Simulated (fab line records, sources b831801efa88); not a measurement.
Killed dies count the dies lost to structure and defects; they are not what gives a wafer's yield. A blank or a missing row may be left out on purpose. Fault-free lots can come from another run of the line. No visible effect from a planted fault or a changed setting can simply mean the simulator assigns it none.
The tool behind it: which one? ; flow sky130 ; 6 lots, 18 wafers sampled, at 1 step of a route of 708

WHAT THE GAUGES SHOWED, per wafer
SKY_VT_ADJUST_HVTP_TW_MEAS_11.
lot;measured;on;VT_ADJUST_HVTP_TW
L412;day 6 22:54;film-metro-04;1367 1372 1362
L415;day 7 20:51;film-metro-02;1376 1369 1370
L417;day 8 10:08;film-metro-04;1358 1359 1363
L424;day 9 23:42;film-metro-04;1373 1369 1366
L429;day 11 07:53;film-metro-03;1367 1363 1363
L432;day 12 10:30;film-metro-02;1365 1369 1371

WHAT TOOL EACH LOT RAN ON (gives the tool, then ch and the chambers of the sampled wafers, and finally the start)
Record: no process step prior to these readings.

THE ANSWER, worked out from the rows above alone
Rule: what is usual is taken from the lots themselves. The widest of any qualifying gaps counts: lots, ordered by their means at a reading, are off when they make up no more than a third of the lots, leave a main group of 4 or more, and stand apart from it by 3 or more times the standard deviation of that group's means. A main group is skipped when, at the precision printed for the reading in the tables above, its means are all equal. Also off: a lot with no number at a reading for which 4 or more lots have one. Any other lot the step has rows for is counted as sound.
Across all readings shown, no lot is off: no conclusion can be drawn from this.

WHAT WAS PUT IN BY THE SIMULATOR
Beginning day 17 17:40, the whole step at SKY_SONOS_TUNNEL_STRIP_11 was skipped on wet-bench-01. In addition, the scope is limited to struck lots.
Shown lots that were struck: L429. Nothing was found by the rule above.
